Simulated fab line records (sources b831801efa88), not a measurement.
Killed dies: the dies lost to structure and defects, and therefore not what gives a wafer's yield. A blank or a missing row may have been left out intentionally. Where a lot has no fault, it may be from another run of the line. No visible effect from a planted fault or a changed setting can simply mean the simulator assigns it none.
2 desks looking at one fault ; flow sky130 ; every desk sees just its own numbers, and what lay behind them comes last

METROLOGY DESK
Lot by lot, what the gauges showed, no matter which tool ran the lot: averages of those sampled wafers that carry a number. Marked OUT: a lot whose mean sits more than 4 standard deviations from the usual mean, which makes it out of limits; the brackets give that distance.
Columns: A = FIELD_ISO_OXIDATION_01_THK at SKY_FIELD_ISO_THK_MEAS_23, usual 10.07 nm; B = FIELD_ISO_CVD_24_THK at SKY_FIELD_ISO_THK_MEAS_25, usual 596 nm
lot;first seen here;A;B
L109;day 3 10:13;10.13;596
L114;day 5 01:27;10.30;594
L115;day 5 01:28;10.07;594
L116;day 5 01:31;10.19;607
L117;day 5 08:31;10.22;599
L118;day 5 11:26;10.19;603
L122;day 6 06:59;9.96;601
This desk found nothing out of limits on any of the 7 lots.

THE TOOL OWNER'S DESK: wetBench-03
The tool's own readings at SKY_FIELD_ISO_WET_ETCH_30 (etches SiO2 in dHF, target depth 25 nm, time 50 s): means of the sampled wafers that have a number, for each lot that ran on this tool. Marked OUT: a lot whose mean sits more than 4 standard deviations from the usual mean, which makes it out of limits; the brackets give that distance.
Columns: A = bathHeatDutyPct at SKY_FIELD_ISO_WET_ETCH_30, usual 6.3 %; B = runLengthS at SKY_FIELD_ISO_WET_ETCH_30, usual 80 s
lot;first seen here;A;B
L109;day 3 13:07;6.8;83
L122;day 6 12:02;6.5;76
This desk found nothing out of limits on any of the 2 lots.

BROUGHT TOGETHER
Metrology desk: nothing out of limits seen.
Nothing out of limits was seen by the tool owner's desk.

WHAT THE SIMULATOR HAD PUT IN
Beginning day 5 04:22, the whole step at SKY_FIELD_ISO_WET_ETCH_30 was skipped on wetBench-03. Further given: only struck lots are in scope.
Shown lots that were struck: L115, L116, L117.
